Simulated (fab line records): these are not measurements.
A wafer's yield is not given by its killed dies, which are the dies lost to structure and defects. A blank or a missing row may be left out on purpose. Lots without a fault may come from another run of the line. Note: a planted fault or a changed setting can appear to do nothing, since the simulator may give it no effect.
Which of the tools did it?	flow sky130	22 lots, 66 wafers sampled, at 6 steps of a route of 708

## WHAT EACH GAUGE READ, for each wafer
The record lacks any reading of a measuring or inspecting step that a usual standard deviation could be used to judge.

## TOOL THAT RAN EACH LOT (tool first, then ch and the chambers of the sampled wafers, then the start)
lot	SKY_VIA1_ETCH_14	SKY_VIA1_STRIP_16	SKY_VIA1_CMP_24	SKY_VIA2_ETCH_14	SKY_CAP2M_STRIP_14	SKY_METAL4_STRIP_19
L074	rie_diel-04 ch 0,1,3, day 34 01:59	plasma_asher-03 ch 0,1, day 34 02:05	cmp-02 ch 0,2,3, day 34 03:07	rie_diel-01 ch 1,2, day 36 09:46	plasma_asher-01 ch 0,1, day 40 21:53	plasma_asher-02 ch 0,1, day 41 23:20
L075	rie_diel-01 ch 2,3, day 34 10:41	plasma_asher-02 ch 0, day 34 10:47	cmp-01 ch 0,2, day 34 12:16	rie_diel-02 ch 0,1,3, day 36 19:17	plasma_asher-03 ch 0,1, day 41 06:20	plasma_asher-04 ch 0,1, day 42 07:01
L076	rie_diel-04 ch 0,1,2, day 34 15:26	plasma_asher-03 ch 0,1, day 34 15:31	cmp-02 ch 0,1, day 34 16:28	rie_diel-02 ch 2,3, day 37 00:13	plasma_asher-02 ch 0,1, day 41 11:35	plasma_asher-04 ch 0,1, day 42 12:15
L077	rie_diel-01 ch 2,3, day 35 00:19	plasma_asher-03 ch 0,1, day 35 00:25	cmp-01 ch 0,1,2, day 35 01:26	rie_diel-04 ch 1,2,3, day 37 08:29	plasma_asher-03 ch 0,1, day 41 17:17	plasma_asher-04 ch 0, day 42 17:49
L078	rie_diel-01 ch 2,3, day 35 02:05	plasma_asher-04 ch 0,1, day 35 02:11	cmp-02 ch 0,1,2, day 35 03:06	rie_diel-01 ch 0,2,3, day 37 09:04	plasma_asher-03 ch 0,1, day 41 19:08	plasma_asher-01 ch 1, day 42 19:42
L079	rie_diel-04 ch 0,1,3, day 35 09:04	plasma_asher-02 ch 0,1, day 35 09:10	cmp-01 ch 0,1,2, day 35 10:13	rie_diel-01 ch 1,2,3, day 37 17:37	plasma_asher-01 ch 1, day 42 02:55	plasma_asher-01 ch 0,1, day 43 03:04
L080	rie_diel-03 ch 1,2,3, day 35 18:58	plasma_asher-04 ch 0,1, day 35 19:05	cmp-02 ch 0,1,3, day 35 20:07	rie_diel-02 ch 0,1,2, day 38 03:22	plasma_asher-02 ch 0,1, day 42 15:38	plasma_asher-04 ch 0,1, day 43 15:39
L082	rie_diel-03 ch 1,2,3, day 36 08:04	plasma_asher-04 ch 0, day 36 08:10	cmp-02 ch 1,2,3, day 36 09:11	rie_diel-01 ch 0,1,3, day 38 15:22	plasma_asher-02 ch 0,1, day 42 21:14	plasma_asher-04 ch 0,1, day 43 20:27
L083	rie_diel-01 ch 0,1, day 36 17:31	plasma_asher-02 ch 0,1, day 36 17:37	cmp-01 ch 0,1,3, day 36 18:43	rie_diel-02 ch 0,2, day 39 01:11	plasma_asher-01 ch 0,1, day 43 06:19	plasma_asher-02 ch 0,1, day 44 05:03
L084	rie_diel-01 ch 0,1,2, day 37 03:10	plasma_asher-03 ch 0, day 37 03:16	cmp-02 ch 1,3, day 37 04:20	rie_diel-04 ch 2,3, day 39 09:59	plasma_asher-02 ch 1, day 43 15:32	plasma_asher-04 ch 0,1, day 44 14:57
L085	rie_diel-03 ch 0,1,3, day 37 10:37	plasma_asher-04 ch 1, day 37 10:43	cmp-02 ch 1,2,3, day 37 11:44	rie_diel-04 ch 1,2,3, day 39 17:02	plasma_asher-03 ch 1, day 43 19:23	plasma_asher-02 ch 0,1, day 44 18:58
L086	rie_diel-01 ch 1,2, day 37 22:41	plasma_asher-03 ch 0,1, day 37 22:47	cmp-01 ch 0,2, day 37 23:47	rie_diel-01 ch 0,2, day 40 04:35	plasma_asher-02 ch 1, day 44 08:38	plasma_asher-01 ch 0,1, day 45 07:32
L087	rie_diel-04 ch 1,2, day 38 05:59	plasma_asher-04 ch 0,1, day 38 06:05	cmp-02 ch 0,2,3, day 38 07:12	rie_diel-04 ch 1,2, day 40 12:13	plasma_asher-01 ch 0,1, day 44 14:53	plasma_asher-02 ch 0,1, day 45 13:29
L088	rie_diel-03 ch 0,1,3, day 38 10:01	plasma_asher-03 ch 0,1, day 38 10:07	cmp-01 ch 0,2,3, day 38 11:08	rie_diel-02 ch 1,2, day 40 15:44	plasma_asher-02 ch 0,1, day 44 18:02	plasma_asher-01 ch 0,1, day 45 16:37
L091	rie_diel-04 ch 1,3, day 39 04:23	plasma_asher-03 ch 0,1, day 39 04:29	cmp-02 ch 1,3, day 39 05:27	rie_diel-02 ch 0,3, day 41 08:13	plasma_asher-02 ch 0,1, day 45 08:29	plasma_asher-02 ch 0,1, day 46 05:37
L089	rie_diel-01 ch 0,1, day 39 05:52	plasma_asher-02 ch 0,1, day 39 05:58	cmp-02 ch 1,2, day 39 06:53	rie_diel-02 ch 0,2, day 41 10:04	plasma_asher-01 ch 0,1, day 45 11:08	plasma_asher-04 ch 0,1, day 46 09:04
L092	rie_diel-01 ch 0,2,3, day 40 08:31	plasma_asher-04 ch 0,1, day 40 08:37	cmp-01 ch 1,2, day 40 09:38	rie_diel-02 ch 0,1, day 42 11:04	plasma_asher-02 ch 0,1, day 46 08:08	plasma_asher-04 ch 0,1, day 47 04:58
L093	rie_diel-03 ch 0,1,2, day 40 09:59	plasma_asher-02 ch 0,1, day 40 10:05	cmp-02 ch 0,2,3, day 40 11:04	rie_diel-01 ch 0,1,2, day 42 13:25	plasma_asher-03 ch 0,1, day 46 10:47	plasma_asher-02 ch 0,1, day 47 07:55
L094	rie_diel-01 ch 2,3, day 40 10:55	plasma_asher-02 ch 0,1, day 40 11:02	cmp-01 ch 0,2, day 40 12:02	rie_diel-04 ch 1,2,3, day 42 13:49	plasma_asher-01 ch 0,1, day 46 11:52	plasma_asher-01 ch 0,1, day 47 08:53
L095	rie_diel-03 ch 1,2,3, day 40 11:28	plasma_asher-02 ch 0,1, day 40 11:34	cmp-02 ch 1,2,3, day 40 12:37	rie_diel-02 ch 0,1,3, day 42 14:23	plasma_asher-03 ch 0,1, day 46 12:38	plasma_asher-02 ch 0,1, day 47 09:51
L096	rie_diel-03 ch 1,2,3, day 40 12:53	plasma_asher-03 ch 0,1, day 40 12:59	cmp-01 ch 0,2,3, day 40 14:23	rie_diel-04 ch 0,1,2, day 42 15:55	plasma_asher-02 ch 0,1, day 46 12:56	plasma_asher-04 ch 0,1, day 47 10:13
L097	rie_diel-04 ch 2,3, day 40 18:07	plasma_asher-02 ch 0,1, day 40 18:15	cmp-01 ch 0,1,2, day 40 19:23	rie_diel-04 ch 1,2,3, day 42 20:11	plasma_asher-03 ch 0,1, day 46 16:20	plasma_asher-04 ch 0,1, day 47 13:57
- SKY_VIA1_ETCH_14: etches BARC in N2/H2, stops on SiO2, time 45.9 s, target depth 60 nm.
- SKY_VIA1_STRIP_16: strips in O2/N2.
- SKY_VIA1_CMP_24: polishes, stops on SiO2, t overpolish 15 s, target thk 0 nm.
- SKY_VIA2_ETCH_14: etches BARC in N2/H2, stops on SiO2, time 45.9 s, target depth 60 nm.
- SKY_CAP2M_STRIP_14: strips in O2/N2.
- SKY_METAL4_STRIP_19: strips in O2/N2.

## AS READ BY THE TOOLS THEMSELVES (means over the sampled wafers that have a number; for cases with no such wafer, the mark the record gives instead)
SKY_VIA1_ETCH_14. Usual: drypump_motor_current_A 5.6 A, standard deviation 0.42; h2_flow_sccm 200.0 sccm, standard deviation 0.6; oes_product_au 0.854 a.u., standard deviation 0.0047; rf_fwd_power_W 494.6 W, standard deviation 1.8; throttle_valve_pct 13.225 %, standard deviation 0.0091.
lot	tool	drypump_motor_current_A (A)	h2_flow_sccm (sccm)	oes_product_au (a.u.)	rf_fwd_power_W (W)	throttle_valve_pct (%)	flag
L074	rie_diel-04	6.2	199.7	0.852	495.9	13.227	
L075	rie_diel-01	5.3	200.0	0.852	494.2	13.228	
L076	rie_diel-04	6.0	200.6	0.852	495.6	13.232	
L077	rie_diel-01	5.7	200.5	0.855	493.4	13.230	
L078	rie_diel-01	5.4	199.9	0.853	494.5	13.230	
L079	rie_diel-04	6.2	200.0	0.856	495.0	13.221	
L080	rie_diel-03	5.3	199.6	0.851	494.1	13.215	
L082	rie_diel-03	5.3	200.0	0.853	494.3	13.221	
L083	rie_diel-01	5.7	200.9	0.852	493.6	13.222	
L084	rie_diel-01	5.5	200.4	0.858	493.6	13.218	
L085	rie_diel-03	5.3	200.2	0.855	495.6	13.216	
L086	rie_diel-01	5.4	199.8	0.854	495.3	13.215	
L087	rie_diel-04	6.1	199.6	0.854	495.8	13.229	
L088	rie_diel-03	5.3	200.4	0.853	494.6	13.223	
L091	rie_diel-04	6.3	199.4	0.855	496.6	13.228	
L089	rie_diel-01	5.6	199.7	0.862	492.4	13.217	
L092	rie_diel-01	5.6	200.1	0.854	492.4	13.229	
L093	rie_diel-03	5.3	200.5	0.856	495.3	13.227	
L094	rie_diel-01	5.6	200.4	0.853	494.0	13.226	
L095	rie_diel-03	5.3	200.2	0.853	494.7	13.232	
L096	rie_diel-03	5.3	199.7	0.848	493.9	13.228	
L097	rie_diel-04	6.3	200.5	0.851	496.4	13.230	

SKY_VIA1_STRIP_16. Usual: drypump_motor_current_A 6.0 A, standard deviation 0.49; oes_product_au 0.415 a.u., standard deviation 0.0046; strip_time_to_endpoint_s 4.47 s, standard deviation 0.034.
lot	tool	drypump_motor_current_A (A)	oes_product_au (a.u.)	strip_time_to_endpoint_s (s)	flag
L074	plasma_asher-03	5.7	0.413	4.43	
L075	plasma_asher-02	6.8	0.420	4.51	
L076	plasma_asher-03	5.7	0.416	4.46	
L077	plasma_asher-03	5.6	0.412	4.46	
L078	plasma_asher-04	6.3	0.417	4.48	
L079	plasma_asher-02	5.9	0.417	4.49	
L080	plasma_asher-04	6.1	0.416	4.50	
L082	plasma_asher-04	6.5	0.418	4.47	
L083	plasma_asher-02	6.3	0.415	4.44	
L084	plasma_asher-03	5.8	0.417	4.46	
L085	plasma_asher-04	5.8	0.423	4.48	
L086	plasma_asher-03	5.7	0.416	4.48	
L087	plasma_asher-04	6.3	0.412	4.45	
L088	plasma_asher-03	5.7	0.416	4.48	
L091	plasma_asher-03	5.7	0.417	4.47	
L089	plasma_asher-02	5.9	0.415	4.43	
L092	plasma_asher-04	6.3	0.414	4.48	
L093	plasma_asher-02	6.3	0.415	4.48	
L094	plasma_asher-02	5.9	0.420	4.49	
L095	plasma_asher-02	5.9	0.416	4.53	
L096	plasma_asher-03	5.7	0.417	4.49	
L097	plasma_asher-02	5.9	0.410	4.45	

SKY_VIA1_CMP_24. Usual: edge_zone_pressure_frac 1.000, standard deviation 0.0049; motor_current_A 11.3 A, standard deviation 1.2; overpolish_run_s 14.998 s, standard deviation 0.0097; time_to_endpoint_s 66 s, standard deviation 3.9.
lot	tool	edge_zone_pressure_frac	motor_current_A (A)	overpolish_run_s (s)	time_to_endpoint_s (s)	flag
L074	cmp-02	1.000	11.1	14.998	64	
L075	cmp-01	0.996	10.8	14.996	66	
L076	cmp-02	0.994	10.6	15.001	63	
L077	cmp-01	1.005	10.7	14.998	64	
L078	cmp-02	1.001	10.3	15.000	64	
L079	cmp-01	0.997	10.9	15.000	67	
L080	cmp-02	0.996	11.1	14.999	63	
L082	cmp-02	1.000	11.5	14.985	61	
L083	cmp-01	1.000	12.1	14.991	63	
L084	cmp-02	1.002	11.6	15.013	64	
L085	cmp-02	1.002	11.4	14.998	64	
L086	cmp-01	0.999	11.2	15.009	68	
L087	cmp-02	1.001	10.9	14.995	66	
L088	cmp-01	0.997	11.5	15.001	69	
L091	cmp-02	0.995	11.7	14.999	67	
L089	cmp-02	1.002	11.4	15.003	65	
L092	cmp-01	1.000	10.9	14.995	73	
L093	cmp-02	1.006	11.0	14.995	68	
L094	cmp-01	1.000	11.1	14.999	67	
L095	cmp-02	1.004	11.5	14.985	65	
L096	cmp-01	0.997	12.3	14.993	70	
L097	cmp-01	1.000	11.0	15.004	69	

SKY_VIA2_ETCH_14. Usual: drypump_motor_current_A 5.6 A, standard deviation 0.6; h2_flow_sccm 200.0 sccm, standard deviation 0.54; oes_product_au 0.855 a.u., standard deviation 0.0052; rf_fwd_power_W 495.5 W, standard deviation 1.8; throttle_valve_pct 13.224 %, standard deviation 0.0084.
lot	tool	drypump_motor_current_A (A)	h2_flow_sccm (sccm)	oes_product_au (a.u.)	rf_fwd_power_W (W)	throttle_valve_pct (%)	flag
L074	rie_diel-01	5.3	200.3	0.856	493.4	13.218	
L075	rie_diel-02	4.9	200.2	0.854	496.3	13.228	
L076	rie_diel-02	5.1	199.6	0.850	493.8	13.229	
L077	rie_diel-04	6.3	199.8	0.852	495.8	13.225	
L078	rie_diel-01	5.6	200.1	0.859	494.1	13.228	
L079	rie_diel-01	5.5	199.9	0.858	494.8	13.226	
L080	rie_diel-02	5.3	199.6	0.853	495.0	13.216	
L082	rie_diel-01	5.7	200.1	0.856	495.0	13.232	
L083	rie_diel-02	5.5	200.1	0.851	494.6	13.232	
L084	rie_diel-04	6.4	200.0	0.853	497.7	13.224	
L085	rie_diel-04	6.3	200.4	0.851	495.5	13.230	
L086	rie_diel-01	5.4	200.4	0.860	494.0	13.220	
L087	rie_diel-04	6.2	200.3	0.853	495.1	13.225	
L088	rie_diel-02	5.7	199.8	0.848	493.7	13.216	
L091	rie_diel-02	4.7	200.7	0.857	495.7	13.214	
L089	rie_diel-02	5.5	199.5	0.856	496.6	13.229	
L092	rie_diel-02	4.9	200.6	0.855	497.4	13.226	
L093	rie_diel-01	5.5	199.4	0.858	495.1	13.218	
L094	rie_diel-04	6.3	200.1	0.851	496.8	13.223	
L095	rie_diel-02	4.9	199.9	0.858	496.2	13.229	
L096	rie_diel-04	6.0	199.3	0.857	495.8	13.226	
L097	rie_diel-04	6.3	199.9	0.856	495.2	13.215	

SKY_CAP2M_STRIP_14. Usual: drypump_motor_current_A 5.9 A, standard deviation 0.54; oes_product_au 0.710 a.u., standard deviation 0.0048; strip_time_to_endpoint_s 12.66 s, standard deviation 0.054.
lot	tool	drypump_motor_current_A (A)	oes_product_au (a.u.)	strip_time_to_endpoint_s (s)	flag
L074	plasma_asher-01	5.7	0.706	12.66	
L075	plasma_asher-03	5.7	0.710	12.65	
L076	plasma_asher-02	5.9	0.711	12.75	
L077	plasma_asher-03	5.6	0.711	12.66	
L078	plasma_asher-03	5.6	0.711	12.65	
L079	plasma_asher-01	6.4	0.707	12.66	
L080	plasma_asher-02	5.9	0.709	12.65	
L082	plasma_asher-02	6.4	0.705	12.75	
L083	plasma_asher-01	6.1	0.710	12.56	
L084	plasma_asher-02	5.6	0.705	12.64	
L085	plasma_asher-03	5.6	0.712	12.67	
L086	plasma_asher-02	5.5	0.711	12.65	
L087	plasma_asher-01	6.1	0.708	12.76	
L088	plasma_asher-02	6.4	0.712	12.67	
L091	plasma_asher-02	6.4	0.710	12.72	
L089	plasma_asher-01	5.7	0.710	12.66	
L092	plasma_asher-02	6.4	0.711	12.71	
L093	plasma_asher-03	5.7	0.712	12.68	
L094	plasma_asher-01	5.7	0.710	12.65	
L095	plasma_asher-03	5.6	0.719	12.62	
L096	plasma_asher-02	5.9	0.711	12.62	
L097	plasma_asher-03	5.7	0.709	12.68	

SKY_METAL4_STRIP_19. Usual: drypump_motor_current_A 6.1 A, standard deviation 0.5; oes_product_au 0.506 a.u., standard deviation 0.0061; strip_time_to_endpoint_s 6.63 s, standard deviation 0.069.
lot	tool	drypump_motor_current_A (A)	oes_product_au (a.u.)	strip_time_to_endpoint_s (s)	flag
L074	plasma_asher-02	6.4	0.504	6.69	
L075	plasma_asher-04	6.3	0.508	6.64	
L076	plasma_asher-04	6.3	0.504	6.66	
L077	plasma_asher-04	6.6	0.506	6.58	
L078	plasma_asher-01	6.4	0.509	6.67	
L079	plasma_asher-01	6.1	0.507	6.63	
L080	plasma_asher-04	6.3	0.509	6.66	
L082	plasma_asher-04	6.3	0.504	6.52	
L083	plasma_asher-02	5.9	0.503	6.57	
L084	plasma_asher-04	6.3	0.507	6.61	
L085	plasma_asher-02	5.9	0.499	6.49	
L086	plasma_asher-01	6.1	0.504	6.58	
L087	plasma_asher-02	5.9	0.501	6.49	
L088	plasma_asher-01	6.1	0.508	6.69	
L091	plasma_asher-02	6.3	0.506	6.71	
L089	plasma_asher-04	6.1	0.500	6.63	
L092	plasma_asher-04	6.0	0.506	6.61	
L093	plasma_asher-02	6.0	0.505	6.66	
L094	plasma_asher-01	6.1	0.504	6.59	
L095	plasma_asher-02	5.9	0.502	6.58	
L096	plasma_asher-04	6.1	0.511	6.65	
L097	plasma_asher-04	6.0	0.512	6.63	

## THE ANSWER, worked out from the rows above alone
Rule: a lot counts as off when the mean over its wafers that have a number is more than 3 standard deviations away from the usual mean. A lot without any number at a reading at which 4 lots or more have one is off too. Any other lot the step has rows for is counted as sound. After the gauges, taken in route order, come the tools' own readings; for these a lot's mean is taken, as printed above. At the first step where some lot is off, the reading lying furthest off is the one used; lots without a number count as furthest.
Nothing can be told from this: no lot is off at any reading shown.

## WHAT THE SIMULATOR PUT IN
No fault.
